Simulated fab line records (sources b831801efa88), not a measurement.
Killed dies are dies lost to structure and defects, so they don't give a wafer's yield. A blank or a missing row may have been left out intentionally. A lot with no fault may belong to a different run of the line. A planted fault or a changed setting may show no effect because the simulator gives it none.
Which of the tools did it? / flow gf180mcu / 36 wafers from 12 lots sampled at 4 of the route's 602 steps

WHAT EACH GAUGE READ, for each wafer
GF_V4_THK_MEAS_25: measures by xrf.
lot=L075; measured=day 24 15:35; on=film_metro-04; V4_W_THK (nm)=354 357 361
lot=L077; measured=day 25 10:12; on=film_metro-03; V4_W_THK (nm)=356 358 360
lot=L079; measured=day 26 03:31; on=film_metro-04; V4_W_THK (nm)=352 353 354
lot=L081; measured=day 26 22:14; on=film_metro-04; V4_W_THK (nm)=353 353 354
lot=L082; measured=day 27 13:14; on=film_metro-01; V4_W_THK (nm)=358 355 354
lot=L085; measured=day 28 13:40; on=film_metro-03; V4_W_THK (nm)=359 361 363
lot=L087; measured=day 28 22:53; on=film_metro-04; V4_W_THK (nm)=355 359 352
lot=L089; measured=day 29 14:32; on=film_metro-04; V4_W_THK (nm)=359 354 356
lot=L091; measured=day 29 19:25; on=film_metro-01; V4_W_THK (nm)=367 358 365
lot=L093; measured=day 30 06:56; on=film_metro-01; V4_W_THK (nm)=360 357 355
lot=L095; measured=day 30 21:40; on=film_metro-03; V4_W_THK (nm)=366 365 366
lot=L097; measured=day 31 07:53; on=film_metro-01; V4_W_THK (nm)=353 355 361

TOOL THAT RAN EACH LOT (tool first, then ch and the chambers of the sampled wafers, then the start)
lot=L075; GF_V3_ETCH_17=rie_diel-04 ch 0,1,3, day 22 14:28 or earlier; GF_V3_STRIP_18=plasma_asher-03 ch 0,1, day 22 14:28; GF_M4_METAL_ETCH_16=rie_metal-04 ch 0,1, day 23 14:41
lot=L077; GF_V3_ETCH_17=rie_diel-02 ch 1,2,3, day 23 09:15 or earlier; GF_V3_STRIP_18=plasma_asher-03 ch 0,1, day 23 09:15; GF_M4_METAL_ETCH_16=rie_metal-01 ch 0,1, day 24 09:49
lot=L079; GF_V3_ETCH_17=rie_diel-04 ch 0,2,3, day 24 05:03 or earlier; GF_V3_STRIP_18=plasma_asher-03 ch 0,1, day 24 05:03; GF_M4_METAL_ETCH_16=rie_metal-03 ch 0,1, day 25 04:14
lot=L081; GF_V3_ETCH_17=rie_diel-02 ch 1,3, day 25 00:52 or earlier; GF_V3_STRIP_18=plasma_asher-02 ch 0,1, day 25 00:52; GF_M4_METAL_ETCH_16=rie_metal-04 ch 0,1, day 26 00:17
lot=L082; GF_V3_ETCH_17=rie_diel-04 ch 0,1, day 25 14:58 or earlier; GF_V3_STRIP_18=plasma_asher-02 ch 0,1, day 25 14:58; GF_M4_METAL_ETCH_16=rie_metal-01 ch 0,1, day 26 13:43
lot=L085; GF_V3_ETCH_17=rie_diel-01 ch 0,1,2, day 26 17:37 or earlier; GF_V3_STRIP_18=plasma_asher-01 ch 0,1, day 26 17:37; GF_M4_METAL_ETCH_16=rie_metal-01 ch 0,1, day 27 15:26
lot=L087; GF_V3_ETCH_17=rie_diel-02 ch 0,1,3, day 27 03:52 or earlier; GF_V3_STRIP_18=plasma_asher-02 ch 0,1, day 27 03:52; GF_M4_METAL_ETCH_16=rie_metal-03 ch 0,1, day 28 01:05
lot=L089; GF_V3_ETCH_17=rie_diel-02 ch 1,3, day 27 20:10 or earlier; GF_V3_STRIP_18=plasma_asher-02 ch 0,1, day 27 20:10; GF_M4_METAL_ETCH_16=rie_metal-04 ch 1, day 28 17:05
lot=L091; GF_V3_ETCH_17=rie_diel-02 ch 0,1,2, day 28 01:54 or earlier; GF_V3_STRIP_18=plasma_asher-03 ch 0,1, day 28 01:54; GF_M4_METAL_ETCH_16=rie_metal-01 ch 0,1, day 28 22:34
lot=L093; GF_V3_ETCH_17=rie_diel-01 ch 1,2,3, day 28 13:08 or earlier; GF_V3_STRIP_18=plasma_asher-01 ch 0,1, day 28 13:08; GF_M4_METAL_ETCH_16=rie_metal-01 ch 0,1, day 29 10:20
lot=L095; GF_V3_ETCH_17=rie_diel-04 ch 0,2,3, day 29 04:40 or earlier; GF_V3_STRIP_18=plasma_asher-03 ch 1, day 29 04:40; GF_M4_METAL_ETCH_16=rie_metal-04 ch 0, day 30 01:08
lot=L097; GF_V3_ETCH_17=rie_diel-01 ch 1,3, day 29 15:55 or earlier; GF_V3_STRIP_18=plasma_asher-03 ch 0,1, day 29 15:55; GF_M4_METAL_ETCH_16=rie_metal-01 ch 0,1, day 30 11:27
- GF_V3_ETCH_17: etches SiO2 in C4F8/O2/Ar, stops on TiN, target depth 635 nm.
- GF_V3_STRIP_18: strips in O2/N2.
- GF_M4_METAL_ETCH_16: etches the open film in Cl2/BCl3, stops on SiO2, target depth 627.5 nm, time 104.6 s.

THE ANSWER, worked out from the rows above alone
Rule: what is usual is taken from the lots themselves. The widest of any qualifying gaps counts: lots, ordered by their means at a reading, are off when they make up no more than a third of the lots, leave a main group of 4 or more, and stand apart from it by 3 or more times the standard deviation of that group's means. A main group is skipped when, at the precision printed for the reading in the tables above, its means are all equal. A lot without any number at a reading at which 4 lots or more have one is off too. The other lots that the step has rows for count as sound.
Across all readings shown, no lot is off: no conclusion can be drawn from this.

WHAT THE SIMULATOR HAD PUT IN
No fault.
